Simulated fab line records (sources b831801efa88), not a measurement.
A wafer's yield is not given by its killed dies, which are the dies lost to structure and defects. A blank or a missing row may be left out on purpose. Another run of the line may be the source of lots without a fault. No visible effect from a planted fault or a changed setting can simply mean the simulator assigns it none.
Which tool is to blame? -- flow sky130 -- Sampling: 14 lots, 42 wafers, 2 of 708 route steps

WHAT THE GAUGES READ, wafer by wafer
SKY_CAPM_RS_MEAS_03: the measuring method here is four-point-probe. Usual: CAPM_TIN_RS 6.87 ohm/sq, standard deviation 0.095.
lot,measured,on,CAPM_TIN_RS (ohm/sq),flag
L572,day 36 09:36,film metro-03,7.01 6.99 6.96,
L574,day 37 00:52,film metro-01,7.09 7.01 6.99,
L578,day 38 01:16,film metro-03,6.89 6.86 6.83,
L577,day 38 01:59,film metro-04,6.81 6.75 6.71,
L582,day 39 22:01,film metro-04,6.80 6.78 6.77,
L583,day 40 05:15,film metro-04,6.95 6.98 6.89,
L586,day 40 23:39,film metro-04,6.86 6.91 6.94,
L589,day 42 03:56,film metro-03,6.86 6.95 6.79,
L588,day 42 05:25,film metro-03,6.90 6.81 7.02,
L590,day 42 06:03,film metro-03,6.94 6.91 6.91,
L591,day 42 08:59,film metro-03,6.90 6.95 6.87,
L592,day 42 11:54,film metro-03,6.80 6.77 6.74,
L594,day 43 02:20,film metro-04,6.96 6.96 6.92,
L595,day 43 09:14,film metro-01,6.85 6.76 6.94,

SKY_METAL3_OVL_MEAS_14. Usual: METAL3_OVL 1 nm, standard deviation 4.7.
lot,measured,on,METAL3_OVL (nm),flag
L572,day 38 14:08,overlay-02,14 2 9,
L574,day 39 03:22,overlay-02,-6 5 8,
L578,day 40 04:38,overlay-01,0 4 -3,
L577,day 40 05:17,overlay-01,6 12 7,
L582,day 41 22:04,overlay-02,-1 0 -4,
L583,day 42 06:10,overlay-02,-6 -1 1,
L586,day 43 00:52,overlay-01,0 5 6,
L589,day 44 02:50,overlay-01,2 10 0,
L588,day 44 04:11,overlay-02,4 -7 -1,
L590,day 44 05:20,overlay-01,-4 9 2,
L591,day 44 07:17,overlay-02,-2 1 -4,
L592,day 44 09:24,overlay-01,-4 -7 1,
L594,day 44 23:22,overlay-02,0 7 1,
L595,day 45 06:14,overlay-01,-2 1 5,

EACH LOT AND THE TOOL THAT RAN IT (in order: tool; ch and the chambers of the sampled wafers; start)
Record: no process step prior to these readings.

WHAT THE TOOLS THEMSELVES READ (means of the sampled wafers that have a number; where no wafer has one, the mark that the record gives instead)
The record holds no such reading with a usual standard deviation.

THE ANSWER, worked out from the rows above alone
Rule: a lot counts as off when the mean over its wafers that have a number is more than 3 standard deviations away from the usual mean. Also off: a lot with no number at a reading for which 4 or more lots have one. All remaining lots with rows at the step are treated as sound. The gauges are gone through in route order, then the tools' own readings, and for those a lot's mean is taken as printed above. At the first step where some lot is off, the reading lying furthest off is the one used; lots without a number count as furthest.
None of the lots is off at any reading shown; this tells nothing.

WHAT THE SIMULATOR PUT IN
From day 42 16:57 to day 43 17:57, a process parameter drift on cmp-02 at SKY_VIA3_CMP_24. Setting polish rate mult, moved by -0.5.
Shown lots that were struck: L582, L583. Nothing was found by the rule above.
